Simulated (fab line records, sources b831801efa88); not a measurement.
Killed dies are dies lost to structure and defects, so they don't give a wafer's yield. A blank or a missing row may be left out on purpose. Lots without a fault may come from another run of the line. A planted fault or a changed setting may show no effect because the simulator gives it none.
Which tool did it? | flow sky130 | 24 lots, 72 wafers sampled, at 6 steps of a route of 708

WHAT THE GAUGES READ, wafer by wafer
The record holds no reading of a measuring or inspecting step that can be judged against a usual standard deviation.

WHICH TOOL RAN EACH LOT (tool, then ch and the chambers of the sampled wafers, then the start)
lot  | SKY_METAL2_SPUTTER_01        | SKY_VIA2_SPUTTER_20          | SKY_METAL3_SPUTTER_02        | SKY_VIA3_STRIP_16                    | SKY_VIA3_CVD_21               | SKY_METAL4_STRIP_19
L074 | pvd_sputter-04, day 33 18:30 | pvd_sputter-04, day 36 02:13 | pvd_sputter-02, day 36 02:56 | plasma_asher-04 ch 0,1, day 39 10:05 | cvd_w-02 ch 0,1, day 39 10:44 | plasma_asher-02 ch 0,1, day 41 12:51
L075 | pvd_sputter-03, day 33 23:51 | pvd_sputter-03, day 36 06:22 | pvd_sputter-02, day 36 07:05 | plasma_asher-03 ch 0,1, day 39 14:59 | cvd_w-01 ch 0,1, day 39 15:38 | plasma_asher-02 ch 0,1, day 41 18:25
L076 | pvd_sputter-03, day 34 10:07 | pvd_sputter-03, day 36 16:59 | pvd_sputter-01, day 36 17:42 | plasma_asher-03 ch 0,1, day 40 00:07 | cvd_w-01 ch 0,1, day 40 01:08 | plasma_asher-03 ch 0,1, day 42 02:26
L077 | pvd_sputter-03, day 34 17:35 | pvd_sputter-03, day 37 00:00 | pvd_sputter-01, day 37 00:43 | plasma_asher-03 ch 0,1, day 40 06:29 | cvd_w-01 ch 0,1, day 40 07:08 | plasma_asher-03 ch 0,1, day 42 07:41
L078 | pvd_sputter-04, day 35 06:36 | pvd_sputter-04, day 37 12:17 | pvd_sputter-02, day 37 13:00 | plasma_asher-04 ch 0,1, day 40 18:16 | cvd_w-02 ch 0,1, day 40 18:55 | plasma_asher-02 ch 0,1, day 42 20:04
L079 | pvd_sputter-04, day 35 13:18 | pvd_sputter-04, day 37 19:13 | pvd_sputter-03, day 37 19:56 | plasma_asher-03 ch 0,1, day 41 00:52 | cvd_w-02 ch 0,1, day 41 01:32 | plasma_asher-01 ch 0,1, day 43 03:13
L081 | pvd_sputter-04, day 35 23:58 | pvd_sputter-01, day 38 06:20 | pvd_sputter-02, day 38 07:04 | plasma_asher-03 ch 0,1, day 41 11:41 | cvd_w-01 ch 0,1, day 41 12:20 | plasma_asher-01 ch 0,1, day 43 12:49
L080 | pvd_sputter-03, day 36 07:31 | pvd_sputter-04, day 38 14:07 | pvd_sputter-03, day 38 14:50 | plasma_asher-03 ch 0,1, day 41 19:19 | cvd_w-02 ch 0,1, day 41 19:59 | plasma_asher-01 ch 0,1, day 43 20:25
L082 | pvd_sputter-03, day 36 12:43 | pvd_sputter-03, day 38 18:49 | pvd_sputter-01, day 38 19:32 | plasma_asher-03 ch 0,1, day 42 00:20 | cvd_w-02 ch 0,1, day 42 01:01 | plasma_asher-02 ch 0,1, day 44 00:52
L083 | pvd_sputter-04, day 37 08:49 | pvd_sputter-04, day 39 15:05 | pvd_sputter-01, day 39 15:49 | plasma_asher-02 ch 0,1, day 42 17:47 | cvd_w-01 ch 1, day 42 18:26   | plasma_asher-02 ch 0,1, day 44 17:55
L084 | pvd_sputter-03, day 38 03:54 | pvd_sputter-04, day 40 08:52 | pvd_sputter-02, day 40 09:35 | plasma_asher-04 ch 0,1, day 43 10:50 | cvd_w-01 ch 0,1, day 43 11:30 | plasma_asher-02 ch 0,1, day 45 09:42
L085 | pvd_sputter-04, day 38 05:35 | pvd_sputter-01, day 40 09:59 | pvd_sputter-02, day 40 10:42 | plasma_asher-02 ch 0,1, day 43 12:40 | cvd_w-02 ch 0,1, day 43 13:23 | plasma_asher-01 ch 0,1, day 45 11:51
L086 | pvd_sputter-04, day 38 08:53 | pvd_sputter-04, day 40 13:03 | pvd_sputter-01, day 40 13:46 | plasma_asher-04 ch 1, day 43 15:02   | cvd_w-01 ch 0,1, day 43 15:41 | plasma_asher-01 ch 0, day 45 13:45
L087 | pvd_sputter-02, day 38 09:48 | pvd_sputter-01, day 40 14:02 | pvd_sputter-02, day 40 14:58 | plasma_asher-03 ch 0,1, day 43 16:19 | cvd_w-02 ch 0,1, day 43 17:00 | plasma_asher-01 ch 0,1, day 45 14:52
L088 | pvd_sputter-03, day 38 15:52 | pvd_sputter-04, day 40 19:38 | pvd_sputter-01, day 40 20:22 | plasma_asher-04 ch 0,1, day 43 22:08 | cvd_w-02 ch 0,1, day 43 22:48 | plasma_asher-03 ch 0,1, day 45 19:30
L089 | pvd_sputter-03, day 38 19:44 | pvd_sputter-01, day 40 23:16 | pvd_sputter-02, day 40 23:59 | plasma_asher-04 ch 0,1, day 44 01:05 | cvd_w-01 ch 0,1, day 44 01:45 | plasma_asher-02 ch 0,1, day 45 22:24
L090 | pvd_sputter-04, day 38 22:02 | pvd_sputter-04, day 41 01:23 | pvd_sputter-03, day 41 02:07 | plasma_asher-04 ch 0,1, day 44 02:28 | cvd_w-02 ch 0,1, day 44 03:07 | plasma_asher-01 ch 0,1, day 45 23:45
L092 | pvd_sputter-02, day 39 13:58 | pvd_sputter-01, day 41 17:08 | pvd_sputter-03, day 41 17:51 | plasma_asher-02 ch 0,1, day 44 16:41 | cvd_w-01 ch 0,1, day 44 17:20 | plasma_asher-01 ch 0,1, day 46 13:32
L091 | pvd_sputter-03, day 39 14:47 | pvd_sputter-04, day 41 17:40 | pvd_sputter-02, day 41 18:23 | plasma_asher-02 ch 0,1, day 44 17:34 | cvd_w-01 ch 0,1, day 44 18:13 | plasma_asher-02 ch 0,1, day 46 14:04
L093 | pvd_sputter-04, day 39 18:38 | pvd_sputter-03, day 41 22:10 | pvd_sputter-02, day 41 22:53 | plasma_asher-02 ch 0,1, day 44 21:37 | cvd_w-01 ch 0,1, day 44 22:38 | plasma_asher-02 ch 0,1, day 46 17:37
L094 | pvd_sputter-04, day 40 03:07 | pvd_sputter-03, day 42 06:23 | pvd_sputter-03, day 42 07:06 | plasma_asher-04 ch 0,1, day 45 03:29 | cvd_w-01 ch 0,1, day 45 04:08 | plasma_asher-01 ch 0,1, day 46 21:43
L095 | pvd_sputter-04, day 40 07:42 | pvd_sputter-03, day 42 09:16 | pvd_sputter-01, day 42 09:59 | plasma_asher-02 ch 0,1, day 45 08:16 | cvd_w-02 ch 0,1, day 45 08:55 | plasma_asher-03 ch 1, day 47 04:01
L096 | pvd_sputter-03, day 40 09:46 | pvd_sputter-01, day 42 12:25 | pvd_sputter-01, day 42 13:16 | plasma_asher-02 ch 1, day 45 12:13   | cvd_w-02 ch 0,1, day 45 12:55 | plasma_asher-01 ch 0,1, day 47 07:29
L097 | pvd_sputter-03, day 40 22:06 | pvd_sputter-04, day 43 00:26 | pvd_sputter-03, day 43 01:09 | plasma_asher-04 ch 0,1, day 45 20:26 | cvd_w-01 ch 0,1, day 45 21:05 | plasma_asher-03 ch 0,1, day 47 14:21
- SKY_METAL2_SPUTTER_01: material TiN, target thk 20 nm, time 16.7 s.
- SKY_VIA2_SPUTTER_20: material TiN, target thk 20 nm, time 80 s.
- SKY_METAL3_SPUTTER_02: material AlCu, target thk 735 nm, time 39.1 s.
- SKY_VIA3_STRIP_16: strips in O2/N2.
- SKY_VIA3_CVD_21: deposits W, target thk 390 nm, time 117.31 s.
- SKY_METAL4_STRIP_19: strips in O2/N2.

WHAT THE TOOLS THEMSELVES READ (means of the sampled wafers that have a number; where no wafer has one, the mark that the record gives instead)
SKY_METAL2_SPUTTER_01.
lot  | tool           | cathode_dc_power_W (W) | throttle_valve_pct (%)
L074 | pvd_sputter-04 | 6499.7                 | 31.1
L075 | pvd_sputter-03 | 6501.4                 | 30.2
L076 | pvd_sputter-03 | 6499.0                 | 29.4
L077 | pvd_sputter-03 | 6498.1                 | 31.0
L078 | pvd_sputter-04 | 6499.4                 | 31.1
L079 | pvd_sputter-04 | 6500.6                 | 31.0
L081 | pvd_sputter-04 | 6500.8                 | 31.3
L080 | pvd_sputter-03 | 6499.9                 | 30.6
L082 | pvd_sputter-03 | 6500.9                 | 31.1
L083 | pvd_sputter-04 | 6499.6                 | 31.1
L084 | pvd_sputter-03 | 6499.8                 | 29.9
L085 | pvd_sputter-04 | 6499.6                 | 31.0
L086 | pvd_sputter-04 | 6500.3                 | 31.5
L087 | pvd_sputter-02 | 6500.0                 | 30.9
L088 | pvd_sputter-03 | 6499.1                 | 31.0
L089 | pvd_sputter-03 | 6499.3                 | 30.4
L090 | pvd_sputter-04 | 6499.5                 | 31.5
L092 | pvd_sputter-02 | 6500.4                 | 31.2
L091 | pvd_sputter-03 | 6500.3                 | 30.7
L093 | pvd_sputter-04 | 6500.3                 | 31.5
L094 | pvd_sputter-04 | 6499.3                 | 31.3
L095 | pvd_sputter-04 | 6500.2                 | 30.8
L096 | pvd_sputter-03 | 6499.5                 | 29.9
L097 | pvd_sputter-03 | 6499.2                 | 29.8

SKY_VIA2_SPUTTER_20.
lot  | tool           | cathode_dc_power_W (W) | throttle_valve_pct (%)
L074 | pvd_sputter-04 | 3999.7                 | 31.2
L075 | pvd_sputter-03 | 3999.0                 | 30.6
L076 | pvd_sputter-03 | 3999.9                 | 30.6
L077 | pvd_sputter-03 | 4000.7                 | 30.6
L078 | pvd_sputter-04 | 3999.4                 | 31.7
L079 | pvd_sputter-04 | 4000.7                 | 31.1
L081 | pvd_sputter-01 | 4000.6                 | 30.7
L080 | pvd_sputter-04 | 4000.4                 | 31.3
L082 | pvd_sputter-03 | 3999.8                 | 30.1
L083 | pvd_sputter-04 | 4000.1                 | 31.4
L084 | pvd_sputter-04 | 4000.1                 | 31.4
L085 | pvd_sputter-01 | 4000.6                 | 30.3
L086 | pvd_sputter-04 | 4000.2                 | 31.3
L087 | pvd_sputter-01 | 3999.7                 | 30.5
L088 | pvd_sputter-04 | 4000.2                 | 31.8
L089 | pvd_sputter-01 | 3999.8                 | 30.2
L090 | pvd_sputter-04 | 4000.3                 | 31.6
L092 | pvd_sputter-01 | 3999.6                 | 30.5
L091 | pvd_sputter-04 | 4000.0                 | 31.8
L093 | pvd_sputter-03 | 4000.5                 | 30.1
L094 | pvd_sputter-03 | 3999.3                 | 29.4
L095 | pvd_sputter-03 | 3999.9                 | 29.9
L096 | pvd_sputter-01 | 4000.2                 | 31.0
L097 | pvd_sputter-04 | 4000.6                 | 31.4

SKY_METAL3_SPUTTER_02.
lot  | tool           | cathode_dc_power_W (W) | throttle_valve_pct (%)
L074 | pvd_sputter-02 | 10601                  | 31.0
L075 | pvd_sputter-02 | 10599                  | 31.0
L076 | pvd_sputter-01 | 10601                  | 30.2
L077 | pvd_sputter-01 | 10599                  | 30.5
L078 | pvd_sputter-02 | 10600                  | 31.0
L079 | pvd_sputter-03 | 10601                  | 30.5
L081 | pvd_sputter-02 | 10600                  | 31.2
L080 | pvd_sputter-03 | 10599                  | 29.8
L082 | pvd_sputter-01 | 10601                  | 30.6
L083 | pvd_sputter-01 | 10601                  | 30.7
L084 | pvd_sputter-02 | 10599                  | 31.1
L085 | pvd_sputter-02 | 10600                  | 31.1
L086 | pvd_sputter-01 | 10602                  | 30.2
L087 | pvd_sputter-02 | 10598                  | 30.8
L088 | pvd_sputter-01 | 10599                  | 30.5
L089 | pvd_sputter-02 | 10599                  | 31.0
L090 | pvd_sputter-03 | 10599                  | 30.1
L092 | pvd_sputter-03 | 10598                  | 31.1
L091 | pvd_sputter-02 | 10598                  | 31.1
L093 | pvd_sputter-02 | 10601                  | 31.1
L094 | pvd_sputter-03 | 10601                  | 30.9
L095 | pvd_sputter-01 | 10600                  | 30.4
L096 | pvd_sputter-01 | 10601                  | 30.5
L097 | pvd_sputter-03 | 10602                  | 30.2

SKY_VIA3_STRIP_16.
lot  | tool            | drypump_motor_current_A (A) | o2_flow_sccm (sccm) | oes_product_au (a.u.) | strip_time_to_endpoint_s (s)
L074 | plasma_asher-04 | 6.1                         | 2996                | 0.400                 | 4.10
L075 | plasma_asher-03 | 5.3                         | 3002                | 0.397                 | 4.08
L076 | plasma_asher-03 | 5.4                         | 3008                | 0.401                 | 4.12
L077 | plasma_asher-03 | 5.3                         | 3008                | 0.401                 | 4.07
L078 | plasma_asher-04 | 6.1                         | 2998                | 0.408                 | 4.16
L079 | plasma_asher-03 | 5.3                         | 2996                | 0.400                 | 4.12
L081 | plasma_asher-03 | 5.3                         | 2997                | 0.399                 | 4.11
L080 | plasma_asher-03 | 5.4                         | 3002                | 0.401                 | 4.11
L082 | plasma_asher-03 | 5.5                         | 3000                | 0.392                 | 4.08
L083 | plasma_asher-02 | 5.6                         | 2998                | 0.399                 | 4.09
L084 | plasma_asher-04 | 5.9                         | 3005                | 0.398                 | 4.08
L085 | plasma_asher-02 | 5.6                         | 3003                | 0.396                 | 4.07
L086 | plasma_asher-04 | 5.8                         | 2994                | 0.403                 | 4.12
L087 | plasma_asher-03 | 5.3                         | 2991                | 0.403                 | 4.12
L088 | plasma_asher-04 | 5.9                         | 3001                | 0.403                 | 4.12
L089 | plasma_asher-04 | 6.1                         | 2999                | 0.401                 | 4.11
L090 | plasma_asher-04 | 6.1                         | 2993                | 0.401                 | 4.07
L092 | plasma_asher-02 | 5.6                         | 3001                | 0.398                 | 4.10
L091 | plasma_asher-02 | 5.6                         | 2991                | 0.397                 | 4.06
L093 | plasma_asher-02 | 5.6                         | 2997                | 0.404                 | 4.15
L094 | plasma_asher-04 | 5.9                         | 3010                | 0.403                 | 4.15
L095 | plasma_asher-02 | 5.6                         | 2998                | 0.402                 | 4.06
L096 | plasma_asher-02 | 5.4                         | 3005                | 0.406                 | 4.13
L097 | plasma_asher-04 | 5.9                         | 3006                | 0.402                 | 4.11

SKY_VIA3_CVD_21.
lot  | tool     | heater_power_outer_w (W) | heater_power_w (W) | susceptor_temp_C (C)
L074 | cvd_w-02 | 562                      | 853                | 399.99
L075 | cvd_w-01 | 542                      | 844                | 399.99
L076 | cvd_w-01 | 542                      | 841                | 399.87
L077 | cvd_w-01 | 533                      | 841                | 400.08
L078 | cvd_w-02 | 566                      | 844                | 399.85
L079 | cvd_w-02 | 559                      | 852                | 399.86
L081 | cvd_w-01 | 543                      | 841                | 400.41
L080 | cvd_w-02 | 570                      | 855                | 400.00
L082 | cvd_w-02 | 517                      | 804                | 400.18
L083 | cvd_w-01 | 530                      | 829                | 399.78
L084 | cvd_w-01 | 534                      | 840                | 399.92
L085 | cvd_w-02 | 525                      | 805                | 399.61
L086 | cvd_w-01 | 540                      | 843                | 400.19
L087 | cvd_w-02 | 564                      | 860                | 399.99
L088 | cvd_w-02 | 525                      | 811                | 399.79
L089 | cvd_w-01 | 533                      | 841                | 400.02
L090 | cvd_w-02 | 567                      | 851                | 399.85
L092 | cvd_w-01 | 535                      | 844                | 400.07
L091 | cvd_w-01 | 537                      | 847                | 399.96
L093 | cvd_w-01 | 530                      | 832                | 399.62
L094 | cvd_w-01 | 545                      | 850                | 399.93
L095 | cvd_w-02 | 528                      | 792                | 400.09
L096 | cvd_w-02 | 528                      | 799                | 400.14
L097 | cvd_w-01 | 533                      | 850                | 399.84

SKY_METAL4_STRIP_19.
lot  | tool            | drypump_motor_current_A (A) | o2_flow_sccm (sccm) | oes_product_au (a.u.) | strip_time_to_endpoint_s (s)
L074 | plasma_asher-02 | 5.55                        | 2998                | 0.489                 | 6.25
L075 | plasma_asher-02 | 5.56                        | 3001                | 0.490                 | 6.22
L076 | plasma_asher-03 | 5.31                        | 2989                | 0.494                 | 6.35
L077 | plasma_asher-03 | 5.47                        | 2996                | 0.492                 | 6.28
L078 | plasma_asher-02 | 5.64                        | 3007                | 0.494                 | 6.36
L079 | plasma_asher-01 | 5.63                        | 3001                | 0.496                 | 6.37
L081 | plasma_asher-01 | 5.61                        | 3006                | 0.500                 | 6.48
L080 | plasma_asher-01 | 5.62                        | 2990                | 0.496                 | 6.36
L082 | plasma_asher-02 | 5.55                        | 2994                | 0.498                 | 6.36
L083 | plasma_asher-02 | 5.65                        | 3001                | 0.494                 | 6.36
L084 | plasma_asher-02 | 5.64                        | 2997                | 0.486                 | 6.31
L085 | plasma_asher-01 | 5.63                        | 2995                | 0.501                 | 6.54
L086 | plasma_asher-01 | 6.03                        | 3007                | 0.504                 | 6.44
L087 | plasma_asher-01 | 5.62                        | 3001                | 0.495                 | 6.40
L088 | plasma_asher-03 | 5.47                        | 2998                | 0.503                 | 6.54
L089 | plasma_asher-02 | 5.65                        | 3002                | 0.505                 | 6.50
L090 | plasma_asher-01 | 5.60                        | 3010                | 0.497                 | 6.37
L092 | plasma_asher-01 | 5.63                        | 3004                | 0.495                 | 6.34
L091 | plasma_asher-02 | 5.63                        | 3002                | 0.501                 | 6.45
L093 | plasma_asher-02 | 5.55                        | 3004                | 0.496                 | 6.41
L094 | plasma_asher-01 | 5.62                        | 2995                | 0.497                 | 6.34
L095 | plasma_asher-03 | 5.13                        | 2999                | 0.497                 | 6.48
L096 | plasma_asher-01 | 5.81                        | 2994                | 0.501                 | 6.55
L097 | plasma_asher-03 | 5.31                        | 3003                | 0.497                 | 6.46

THE ANSWER, worked out from the rows above alone
Rule: what is usual is taken from the lots themselves. Put in order of their means at a reading, lots are off if they are a third of the lots or fewer, leave a main group of 4 or more, and stand apart from it by a gap of 3 or more times the standard deviation of the main group's means; of several such gaps the widest counts. A main group whose means are all the same, to the digits that the tables above print for the reading, isn't used. A lot without any number at a reading at which 4 lots or more have one is off too. The other lots that the step has rows for count as sound. The gauges are gone through in route order, then the tools' own readings, and for those a lot's mean is taken as printed above. The first step at which some lot is off is used, and at that step the reading that is off furthest; a lot without a number counts as furthest.
No lot is off at any reading shown: from this, nothing can be told.

WHAT THE SIMULATOR HAD PUT IN
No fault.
